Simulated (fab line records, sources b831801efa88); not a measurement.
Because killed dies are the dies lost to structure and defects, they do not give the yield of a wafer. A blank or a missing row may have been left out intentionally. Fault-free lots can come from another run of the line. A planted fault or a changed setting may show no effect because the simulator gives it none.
One fault seen from 2 desks || flow gf180mcu || each desk has only its own numbers; what lay behind them comes last

## THE TOOL OWNER'S DESK: implanter-02
GF_HV_LDD_IMPLANT_09, tool's own readings: per-lot mean of the sampled wafers with a number, covering each lot this tool ran. Marked OUT: a lot whose mean sits more than 4 standard deviations from the usual mean, which makes it out of limits; the brackets give that distance.
Columns: A = beam energy keV at GF_HV_LDD_IMPLANT_09, usual 40.002; B = dose ions cm2 at GF_HV_LDD_IMPLANT_09, usual 1.0001e+14; C = faraday current uA at GF_HV_LDD_IMPLANT_09, usual 561
{"lot": "L734", "first seen here": "day 12 00:32", "A": 40.012, "B": 1.0001e+14, "C": 557}
{"lot": "L745", "first seen here": "day 15 08:41", "A": 40.013, "B": "8.4590e+13 (-99 or more) OUT", "C": "473 (-8.8) OUT"}
{"lot": "L746", "first seen here": "day 15 13:52", "A": 39.994, "B": "8.4650e+13 (-99 or more) OUT", "C": "480 (-8.1) OUT"}
Finding of this desk: L745, L746 out of limits; the first was L745 at day 15 08:41, on dose ions cm2 at GF_HV_LDD_IMPLANT_09. L734: within limits.

## METROLOGY DESK
What the gauges read for every lot (on any tool): the sampled wafers with a number, averaged. Marked OUT: a lot whose mean sits more than 4 standard deviations from the usual mean, which makes it out of limits; the brackets give that distance.
Columns: A = HV_LDD_TW at GF_HV_LDD_TW_MEAS_11, usual 2417; B = HV_LDD_RS at GF_HV_LDD_RS_MEAS_53, usual 418.6 ohm/sq; C = M4_ALCU_RS at GF_M4_RS_MEAS_05, usual 0.0695 ohm/sq
{"lot": "L728", "first seen here": "day 10 06:26", "A": 2460, "B": 418.0, "C": 0.0680}
{"lot": "L729", "first seen here": "day 10 12:24", "A": 2456, "B": 419.5, "C": 0.0689}
{"lot": "L730", "first seen here": "day 10 19:32", "A": 2373, "B": 418.1, "C": 0.0690}
{"lot": "L731", "first seen here": "day 10 23:40", "A": 2452, "B": 419.5, "C": 0.0693}
{"lot": "L734", "first seen here": "day 12 00:46", "A": 2456, "B": 418.1, "C": 0.0695}
{"lot": "L735", "first seen here": "day 12 05:51", "A": 2376, "B": 418.8, "C": 0.0698}
{"lot": "L736", "first seen here": "day 12 12:05", "A": 2459, "B": 417.8, "C": 0.0689}
{"lot": "L737", "first seen here": "day 12 16:46", "A": 2374, "B": 418.3, "C": 0.0692}
{"lot": "L745", "first seen here": "day 15 08:55", "A": 2335, "B": "450.4 (+37) OUT", "C": 0.0703}
{"lot": "L746", "first seen here": "day 15 14:07", "A": "2259 (-4.3) OUT", "B": "450.5 (+37) OUT", "C": 0.0695}
{"lot": "L749", "first seen here": "day 16 10:08", "A": 2385, "B": 418.4, "C": 0.0705}
{"lot": "L751", "first seen here": "day 17 08:54", "A": 2373, "B": 419.0, "C": 0.0688}
Per this desk, out of limits: L745, L746; the first was L746, day 15 14:07 (HV_LDD_TW at GF_HV_LDD_TW_MEAS_11). L728, L729, L730, L731, L734, L735, L736, L737, L749, L751: within limits.

## TAKEN TOGETHER
The tool owner's desk had the chance to raise an alarm at day 15 08:41 on L745, L746.
The metrology desk could have raised an alarm at day 15 14:07, on L745, L746.
Every lot named ran GF_HV_LDD_IMPLANT_09 on implanter-02.

## WHAT THE SIMULATOR HAD PUT IN
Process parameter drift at GF_HV_LDD_IMPLANT_09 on implanter-02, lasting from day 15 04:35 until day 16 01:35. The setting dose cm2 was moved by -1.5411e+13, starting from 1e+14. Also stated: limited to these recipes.
Shown lots that were struck: L745, L746.
Time in hours from fault onset to the first out-of-limits reading at each desk: tool owner's desk 4, metrology desk 10.
